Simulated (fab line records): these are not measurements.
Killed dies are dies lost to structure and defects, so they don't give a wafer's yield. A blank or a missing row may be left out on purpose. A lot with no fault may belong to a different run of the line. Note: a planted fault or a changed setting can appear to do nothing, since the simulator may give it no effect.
Which tool did it? | flow gf180mcu | 24 lots with 72 wafers sampled at 3 steps, on a route of 602 steps

WHAT EACH GAUGE READ, for each wafer
GF_V3_BOW_MEAS_05. Usual: for V3_BOW the level is 118 um and the standard deviation is 9.
lot  | measured     | on           | V3_BOW (um) | flag
L074 | day 21 07:47 | filmMetro-03 | 117 116 103 | 
L075 | day 21 12:45 | filmMetro-02 | 124 102 98  | 
L076 | day 22 03:10 | filmMetro-01 | 101 113 117 | 
L077 | day 22 15:32 | filmMetro-02 | 119 114 116 | 
L078 | day 23 01:58 | filmMetro-03 | 101 113 117 | 
L079 | day 23 08:01 | filmMetro-03 | 115 114 123 | 
L081 | day 24 01:12 | filmMetro-01 | 125 117 118 | 
L080 | day 24 03:00 | filmMetro-02 | 101 115 118 | 
L082 | day 24 12:22 | filmMetro-02 | 118 96 113  | 
L083 | day 24 17:13 | filmMetro-01 | 105 122 130 | 
L084 | day 25 06:12 | filmMetro-01 | 136 125 120 | 
L085 | day 25 09:49 | filmMetro-02 | 126 118 118 | 
L086 | day 25 15:27 | filmMetro-01 | 124 114 116 | 
L087 | day 26 04:18 | filmMetro-01 | 112 143 115 | 
L088 | day 26 08:08 | filmMetro-03 | 115 124 119 | 
L089 | day 26 14:39 | filmMetro-02 | 123 124 128 | 
L090 | day 27 00:21 | filmMetro-01 | 128 113 113 | 
L091 | day 27 04:01 | filmMetro-03 | 118 124 117 | 
L092 | day 27 10:55 | filmMetro-03 | 108 96 121  | 
L093 | day 27 15:59 | filmMetro-02 | 113 103 114 | 
L094 | day 28 01:13 | filmMetro-01 | 127 125 125 | 
L095 | day 28 11:47 | filmMetro-02 | 125 125 130 | 
L096 | day 28 16:14 | filmMetro-01 | 116 126 118 | 
L097 | day 28 19:40 | filmMetro-02 | 116 120 116 | 

GF_V4_RS_MEAS_24: the measuring method here is four-point-probe. Usual: for V4_W_RS the level is 0.327 ohm/sq and the standard deviation is 0.0037.
lot  | measured     | on           | V4_W_RS (ohm/sq)  | flag
L074 | day 24 08:22 | filmMetro-04 | 0.330 0.332 0.332 | 
L075 | day 24 12:22 | filmMetro-03 | 0.326 0.330 0.326 | 
L076 | day 25 02:12 | filmMetro-03 | 0.331 0.323 0.330 | 
L077 | day 25 13:44 | filmMetro-04 | 0.328 0.325 0.330 | 
L078 | day 25 23:50 | filmMetro-03 | 0.327 0.330 0.325 | 
L079 | day 26 04:53 | filmMetro-03 | 0.320 0.322 0.323 | 
L081 | day 26 21:11 | filmMetro-03 | 0.329 0.322 0.331 | 
L080 | day 27 00:28 | filmMetro-03 | 0.330 0.329 0.331 | 
L082 | day 27 08:19 | filmMetro-02 | 0.327 0.319 0.332 | 
L083 | day 27 11:38 | filmMetro-04 | 0.330 0.332 0.331 | 
L084 | day 27 23:38 | filmMetro-03 | 0.328 0.333 0.333 | 
L085 | day 28 03:23 | filmMetro-03 | 0.323 0.330 0.329 | 
L086 | day 28 08:22 | filmMetro-02 | 0.326 0.325 0.328 | 
L087 | day 28 20:52 | filmMetro-04 | 0.327 0.327 0.325 | 
L088 | day 29 00:49 | filmMetro-04 | 0.329 0.333 0.326 | 
L089 | day 29 06:16 | filmMetro-04 | 0.328 0.330 0.332 | 
L090 | day 29 15:37 | filmMetro-02 | 0.321 0.329 0.328 | 
L091 | day 29 17:59 | filmMetro-03 | 0.330 0.327 0.329 | 
L092 | day 30 01:30 | filmMetro-04 | 0.333 0.330 0.332 | 
L093 | day 30 06:12 | filmMetro-04 | 0.329 0.331 0.328 | 
L094 | day 30 14:35 | filmMetro-04 | 0.328 0.326 0.328 | 
L095 | day 30 23:50 | filmMetro-04 | 0.328 0.325 0.329 | 
L096 | day 31 03:38 | filmMetro-03 | 0.337 0.324 0.321 | 
L097 | day 31 06:52 | filmMetro-02 | 0.321 0.323 0.331 | 

WHAT TOOL EACH LOT RAN ON (gives the tool, then ch and the chambers of the sampled wafers, and finally the start)
lot  | GF_CONTACT_STRIP_18
L074 | plasmaAsher-01 ch 0,1, day 16 00:37
L075 | plasmaAsher-03 ch 0,1, day 16 05:43
L076 | plasmaAsher-04 ch 0,1, day 16 19:37
L077 | plasmaAsher-01 ch 0,1, day 17 06:40
L078 | plasmaAsher-03 ch 0,1, day 17 17:40
L079 | plasmaAsher-01 ch 0,1, day 17 23:37
L081 | plasmaAsher-04 ch 0,1, day 18 18:37
L080 | plasmaAsher-03 ch 0,1, day 18 19:55
L082 | plasmaAsher-03 ch 0,1, day 19 05:52
L083 | plasmaAsher-01 ch 0,1, day 19 12:31
L084 | plasmaAsher-04 ch 0,1, day 20 00:04
L085 | plasmaAsher-01 ch 0,1, day 20 06:31
L086 | plasmaAsher-04 ch 0,1, day 20 13:41
L087 | plasmaAsher-04 ch 0,1, day 21 02:41
L088 | plasmaAsher-03 ch 0,1, day 21 06:40
L089 | plasmaAsher-04 ch 0, day 21 16:37
L090 | plasmaAsher-04 ch 0,1, day 22 00:19
L091 | plasmaAsher-03 ch 0,1, day 22 07:09
L092 | plasmaAsher-03 ch 0,1, day 22 13:37
L093 | plasmaAsher-04 ch 0,1, day 22 20:33
L094 | plasmaAsher-04 ch 0,1, day 23 06:24
L095 | plasmaAsher-03 ch 0,1, day 23 17:45
L096 | plasmaAsher-03 ch 0, day 24 00:12
L097 | plasmaAsher-04 ch 0,1, day 24 05:06
- GF_CONTACT_STRIP_18: strips in O2/N2.

WHAT THE TOOLS THEMSELVES READ (means of the sampled wafers that have a number; where no wafer has one, the mark that the record gives instead)
GF_CONTACT_STRIP_18. Usual: drypumpMotorCurrentA 6.27 A, standard deviation 0.19; heaterPowerW 354 W, standard deviation 30; n2FlowSccm 300.1 sccm, standard deviation 0.88; oesProductAu 0.581 a.u., standard deviation 0.0053.
lot  | tool           | drypumpMotorCurrentA (A) | heaterPowerW (W) | n2FlowSccm (sccm) | oesProductAu (a.u.) | flag
L074 | plasmaAsher-01 | 6.56                     | 359              | 300.4             | 0.580               | 
L075 | plasmaAsher-03 | 6.05                     | 338              | 301.4             | 0.591               | 
L076 | plasmaAsher-04 | 6.30                     | 362              | 300.5             | 0.586               | 
L077 | plasmaAsher-01 | 6.53                     | 372              | 299.4             | 0.581               | 
L078 | plasmaAsher-03 | 6.14                     | 321              | 299.8             | 0.584               | 
L079 | plasmaAsher-01 | 6.54                     | 356              | 300.0             | 0.581               | 
L081 | plasmaAsher-04 | 6.30                     | 372              | 299.5             | 0.577               | 
L080 | plasmaAsher-03 | 6.03                     | 341              | 300.3             | 0.577               | 
L082 | plasmaAsher-03 | 6.15                     | 316              | 299.7             | 0.582               | 
L083 | plasmaAsher-01 | 6.54                     | 360              | 299.3             | 0.579               | 
L084 | plasmaAsher-04 | 6.29                     | 374              | 300.2             | 0.577               | 
L085 | plasmaAsher-01 | 6.53                     | 365              | 300.7             | 0.581               | 
L086 | plasmaAsher-04 | 6.30                     | 376              | 297.9             | 0.583               | 
L087 | plasmaAsher-04 | 6.31                     | 374              | 299.9             | 0.580               | 
L088 | plasmaAsher-03 | 6.04                     | 343              | 299.8             | 0.578               | 
L089 | plasmaAsher-04 | 6.29                     | 360              | 299.7             | 0.580               | 
L090 | plasmaAsher-04 | 6.29                     | 364              | 300.6             | 0.582               | 
L091 | plasmaAsher-03 | 6.04                     | 341              | 300.2             | 0.579               | 
L092 | plasmaAsher-03 | 6.15                     | 321              | 300.6             | 0.578               | 
L093 | plasmaAsher-04 | 6.28                     | 362              | 300.2             | 0.577               | 
L094 | plasmaAsher-04 | 6.29                     | 379              | 299.3             | 0.584               | 
L095 | plasmaAsher-03 | 6.13                     | 320              | 300.0             | 0.581               | 
L096 | plasmaAsher-03 | 5.93                     | 360              | 300.0             | 0.583               | 
L097 | plasmaAsher-04 | 6.31                     | 375              | 300.3             | 0.580               | 

THE ANSWER, worked out from the rows above alone
Rule: take the mean of a lot's wafers that have a number; if it is more than 3 standard deviations from the usual mean, the lot is off. Also off: a lot with no number at a reading for which 4 or more lots have one. All remaining lots with rows at the step are treated as sound. First the gauges in route order, then the tools' own readings, where a lot's mean is used as printed above. The first step at which some lot is off is used, and at that step the reading that is off furthest; a lot without a number counts as furthest.
No lot is off on any of the readings shown, so nothing can be concluded from this.

WHAT THE SIMULATOR HAD PUT IN
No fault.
